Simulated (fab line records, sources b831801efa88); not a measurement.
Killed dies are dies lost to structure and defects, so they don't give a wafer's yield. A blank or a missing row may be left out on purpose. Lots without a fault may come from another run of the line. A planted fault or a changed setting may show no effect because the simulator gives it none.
Which tool did it? | flow sfq_line | 15 lots, 45 wafers sampled, at 4 steps of a route of 325

WHAT THE GAUGES READ, wafer by wafer
SFQ_M8_OVL_MEAS_948.
lot  | measured     | on         | M8_OVL (nm)
L510 | day 79 03:08 | overlay-01 | -2 -2 -2
L512 | day 79 12:44 | overlay-01 | -8 -8 -3
L513 | day 79 21:08 | overlay-02 | -7 -1 -8
L515 | day 82 00:31 | overlay-02 | -2 -3 -2
L518 | day 83 20:49 | overlay-01 | -14 -13 -16
L519 | day 84 09:48 | overlay-01 | -4 -5 -10
L520 | day 85 02:44 | overlay-01 | -6 -8 3
L521 | day 85 07:32 | overlay-02 | -2 -6 -7
L522 | day 85 12:20 | overlay-01 | -6 0 4
L524 | day 85 14:52 | overlay-01 | -9 -3 -6
L526 | day 85 20:25 | overlay-01 | -9 -5 -11
L528 | day 86 04:21 | overlay-02 | -8 -2 -4
L529 | day 86 06:45 | overlay-01 | -10 -12 -8
L530 | day 86 09:16 | overlay-02 | 2 0 -1
L531 | day 86 11:50 | overlay-01 | -7 -11 -5

SFQ_M8_RS_MEAS_949: measures by four-point-probe.
lot  | measured     | on            | M8_AU_RS (ohm/sq)
L510 | day 79 03:56 | film_metro-04 | 0.1496 0.1495 0.1481
L512 | day 79 13:33 | film_metro-04 | 0.1509 0.1499 0.1486
L513 | day 79 21:57 | film_metro-04 | 0.1480 0.1501 0.1488
L515 | day 82 01:21 | film_metro-01 | 0.1473 0.1490 0.1493
L518 | day 83 21:36 | film_metro-01 | 0.1478 0.1492 0.1494
L519 | day 84 10:35 | film_metro-02 | 0.1504 0.1518 0.1501
L520 | day 85 03:31 | film_metro-04 | 0.1482 0.1483 0.1490
L521 | day 85 08:19 | film_metro-04 | 0.1517 0.1500 0.1505
L522 | day 85 13:07 | film_metro-04 | 0.1478 0.1490 0.1471
L524 | day 85 15:39 | film_metro-02 | 0.1478 0.1486 0.1483
L526 | day 85 21:14 | film_metro-02 | 0.1488 0.1499 0.1504
L528 | day 86 05:08 | film_metro-04 | 0.1481 0.1475 0.1478
L529 | day 86 07:32 | film_metro-02 | 0.1484 0.1489 0.1488
L530 | day 86 10:03 | film_metro-01 | 0.1500 0.1516 0.1512
L531 | day 86 12:37 | film_metro-04 | 0.1499 0.1491 0.1509

WHICH TOOL RAN EACH LOT (tool, then ch and the chambers of the sampled wafers, then the start)
lot  | SFQ_TRILAYER_I5_STRIP_STRIP_148   | SFQ_TRILAYER_I7_VIA_LITHO_COAT_187
L510 | rie_metal-03 ch 0,1, day 57 20:58 | litho_track-04 ch 0, day 74 01:04
L512 | rie_metal-01 ch 0,1, day 58 16:22 | litho_track-01 ch 0, day 74 10:59
L513 | rie_metal-01 ch 0,1, day 58 19:58 | litho_track-04 ch 0, day 74 16:38
L515 | rie_metal-01 ch 0,1, day 66 00:11 | litho_track-01 ch 0, day 77 11:29
L518 | rie_metal-01 ch 0,1, day 68 19:11 | litho_track-01 ch 0, day 79 17:52
L519 | rie_metal-01 ch 0,1, day 69 10:47 | litho_track-01 ch 0, day 80 09:58
L520 | rie_metal-03 ch 0,1, day 71 05:53 | litho_track-02 ch 0, day 81 04:55
L521 | rie_metal-01 ch 0,1, day 71 07:05 | litho_track-01 ch 0, day 81 08:31
L522 | rie_metal-04 ch 0,1, day 71 08:17 | litho_track-01 ch 0, day 81 11:31
L524 | rie_metal-03 ch 0,1, day 71 10:41 | litho_track-02 ch 0, day 81 18:16
L526 | rie_metal-03 ch 0,1, day 71 13:17 | litho_track-01 ch 0, day 81 21:59
L528 | rie_metal-01 ch 0,1, day 76 23:58 | litho_track-01 ch 0, day 82 08:58
L529 | rie_metal-01 ch 0,1, day 77 04:46 | litho_track-02 ch 0, day 82 11:58
L530 | rie_metal-03 ch 0,1, day 77 10:46 | litho_track-02 ch 0, day 82 16:56
L531 | rie_metal-04 ch 0,1, day 77 13:10 | litho_track-01 ch 0, day 82 20:31
- SFQ_TRILAYER_I5_STRIP_STRIP_148: strips in O2.
- SFQ_TRILAYER_I7_VIA_LITHO_COAT_187: resist thk 650 nm.

WHAT THE TOOLS THEMSELVES READ (means of the sampled wafers that have a number; where no wafer has one, the mark that the record gives instead)
SFQ_TRILAYER_I5_STRIP_STRIP_148.
lot  | tool         | drypump_motor_current_A (A) | oes_product_au (a.u.) | platen_temp_c (C)
L510 | rie_metal-03 | 6.4                         | 1.008                 | 40.11
L512 | rie_metal-01 | 5.9                         | 1.006                 | 39.90
L513 | rie_metal-01 | 5.6                         | 1.011                 | 39.98
L515 | rie_metal-01 | 5.9                         | 1.004                 | 40.08
L518 | rie_metal-01 | 5.6                         | 1.002                 | 39.98
L519 | rie_metal-01 | 5.6                         | 0.994                 | 40.10
L520 | rie_metal-03 | 6.4                         | 0.997                 | 40.00
L521 | rie_metal-01 | 5.6                         | 1.004                 | 40.03
L522 | rie_metal-04 | 5.1                         | 1.005                 | 39.93
L524 | rie_metal-03 | 6.4                         | 0.989                 | 39.99
L526 | rie_metal-03 | 6.3                         | 0.995                 | 40.04
L528 | rie_metal-01 | 5.9                         | 1.003                 | 39.99
L529 | rie_metal-01 | 5.6                         | 1.006                 | 40.15
L530 | rie_metal-03 | 6.4                         | 0.997                 | 40.03
L531 | rie_metal-04 | 5.1                         | 1.001                 | 39.99

SFQ_TRILAYER_I7_VIA_LITHO_COAT_187.
lot  | tool           | chill_plate_temp_C (C) | spin_speed_rpm (rpm)
L510 | litho_track-04 | 22.95                  | 2999.6
L512 | litho_track-01 | 22.96                  | 3000.9
L513 | litho_track-04 | 23.09                  | 3000.3
L515 | litho_track-01 | 22.94                  | 2998.7
L518 | litho_track-01 | 23.06                  | 3001.0
L519 | litho_track-01 | 23.00                  | 3000.5
L520 | litho_track-02 | 23.09                  | 3003.0
L521 | litho_track-01 | 23.10                  | 3000.6
L522 | litho_track-01 | 22.96                  | 2999.9
L524 | litho_track-02 | 22.89                  | 2997.4
L526 | litho_track-01 | 23.06                  | 2652.1
L528 | litho_track-01 | 23.04                  | 2647.6
L529 | litho_track-02 | 23.01                  | 3003.3
L530 | litho_track-02 | 23.08                  | 3001.8
L531 | litho_track-01 | 22.90                  | 2650.0

THE ANSWER, worked out from the rows above alone
Rule: what is usual is taken from the lots themselves. Put in order of their means at a reading, lots are off if they are a third of the lots or fewer, leave a main group of 4 or more, and stand apart from it by a gap of 3 or more times the standard deviation of the main group's means; of several such gaps the widest counts. A main group whose means are all the same, to the digits that the tables above print for the reading, isn't used. A lot without any number at a reading at which 4 lots or more have one is off too. The other lots that the step has rows for count as sound. The gauges are gone through in route order, then the tools' own readings, and for those a lot's mean is taken as printed above. The first step at which some lot is off is used, and at that step the reading that is off furthest; a lot without a number counts as furthest.
Off: L526, L528, L531, at SFQ_TRILAYER_I7_VIA_LITHO_COAT_187 (spin_speed_rpm). The main group: mean 3000.6 rpm, standard deviation 1.6.
A tool fits if, at that step or a process step before it, it ran every lot that is off, and no sound lot after the first of them. One fits: litho_track-01 at SFQ_TRILAYER_I7_VIA_LITHO_COAT_187. Its last sound lot is L522 (day 81 11:31), its first lot that is off L526 (day 81 21:59): a fault that began between those two fits.
The tool's own readings at SFQ_TRILAYER_I7_VIA_LITHO_COAT_187 bear it out: on the lots that are off they differ by more than 5 times the standard deviation of the sound lots' means. spin_speed_rpm reads 2649.9 rpm there against 3000.6 rpm on the sound lots.

WHAT THE SIMULATOR HAD PUT IN
Process parameter drift: litho_track-01, from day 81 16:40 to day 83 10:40, at SFQ_TRILAYER_I7_VIA_LITHO_COAT_187. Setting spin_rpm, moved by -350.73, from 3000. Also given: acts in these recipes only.
Lots struck among those shown: L526, L528, L531. The rule above found the same.
